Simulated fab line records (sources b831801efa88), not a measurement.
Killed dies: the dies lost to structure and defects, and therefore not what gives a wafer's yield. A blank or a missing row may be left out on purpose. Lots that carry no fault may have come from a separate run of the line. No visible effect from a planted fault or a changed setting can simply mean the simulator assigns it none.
Chamber matching / flow sky130 / SKY_LI_CONTACT_CMP_24 on cmp-02: 4 sister chambers
The step polishes, stops on PSG, t overpolish 20 s, target thk 0 nm. 4 wafers are shown with their chamber, then 7 later ones without.

WAFERS PAIRED WITH THEIR CHAMBERS
wafer=L287.1; chamber=3; motor_current_A (A)=10.2
wafer=L287.6; chamber=2; motor_current_A (A)=11.0
wafer=L298.3; chamber=0; motor_current_A (A)=9.7
wafer=L298.5; chamber=1; motor_current_A (A)=13.8

WAFERS WITHOUT THEIR CHAMBER
wafer=L298.6; motor_current_A (A)=11.5
wafer=L299.3; motor_current_A (A)=11.5
wafer=L299.4; motor_current_A (A)=13.0
wafer=L299.5; motor_current_A (A)=10.1
wafer=L301.1; motor_current_A (A)=10.1
wafer=L301.2; motor_current_A (A)=11.5
wafer=L301.3; motor_current_A (A)=12.8

CHAMBER TAKEN BY EACH
wafer=L298.6; from the rows above=can't be placed: 2 or 3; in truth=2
wafer=L299.3; from the rows above=can't be placed: 2 or 3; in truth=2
wafer=L299.4; from the rows above=1; in truth=1
wafer=L299.5; from the rows above=can't be placed: 3 or 0 or 2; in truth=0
wafer=L301.1; from the rows above=can't be placed: 3 or 0 or 2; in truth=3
wafer=L301.2; from the rows above=can't be placed: 2 or 3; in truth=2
wafer=L301.3; from the rows above=can't be placed: 1 or 2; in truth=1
Correctly placed: 1 of 7. From these rows, 6 cannot be placed; in 6 the true chamber is one of the candidates. Placed wrongly: 0.
How it was worked out, from the rows above alone: a wafer's distance from a chamber is the root of the sum, over the readings, of the square of ((its reading less the chamber's mean) divided by the reading's scatter). The wafer belongs to the nearest chamber; if the next one is less than 2 further off, it can't be placed. For every chamber, the mean is computed from those of its wafers that are shown. The scatter (one wafer shown for each chamber): square how far every hidden wafer sits from the nearest shown wafer, average those squares and take the square root.
